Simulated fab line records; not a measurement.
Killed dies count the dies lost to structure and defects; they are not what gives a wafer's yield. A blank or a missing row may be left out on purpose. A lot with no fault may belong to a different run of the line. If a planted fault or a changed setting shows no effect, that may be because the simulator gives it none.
Matching of chambers    flow gf180mcu    GF_V5_CMP_04 on cmp-02 has 4 sister chambers
The step polishes SiO2. 8 wafers are shown with their chamber, then 8 later ones without.

## WAFERS PAIRED WITH THEIR CHAMBERS
wafer   chamber  motor current A (A)
L714.3  3        12.9
L716.1  0        13.5
L716.2  2        12.5
L716.5  2        12.5
L717.2  1        13.1
L717.3  3        12.2
L717.6  1        12.4
L719.3  0        13.4

## WAFERS WITH NO CHAMBER GIVEN
wafer   motor current A (A)
L719.4  13.5
L719.5  13.0
L726.3  12.4
L726.4  12.6
L726.5  13.4
L728.2  13.0
L728.4  12.1
L728.6  13.2

## CHAMBER TAKEN BY EACH
wafer   from the rows above                in truth
L719.4  can't be placed: 0 or 1            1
L719.5  can't be placed: 1 or 0 or 3 or 2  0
L726.3  can't be placed: 2 or 3 or 1       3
L726.4  can't be placed: 3 or 2 or 1       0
L726.5  can't be placed: 0 or 1            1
L728.2  can't be placed: 1 or 0 or 3 or 2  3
L728.4  can't be placed: 2 or 3 or 1       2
L728.6  can't be placed: 0 or 1 or 3 or 2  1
Correctly placed: 0 of 8. These rows do not allow placing 8 (true chamber among the candidates in 7). Wrongly placed: 0.
How it was worked out, from the rows above alone: a wafer's distance from a chamber is the root of the sum, over the readings, of the square of ((its reading less the chamber's mean) divided by the reading's scatter). The wafer belongs to the nearest chamber; if the next one is less than 2 further off, it can't be placed. The mean given for a chamber averages the wafers shown for that chamber. The scatter: the root of (the sum of the squares of (reading less its chamber's mean) over the shown wafers, divided by (wafers less chambers)).
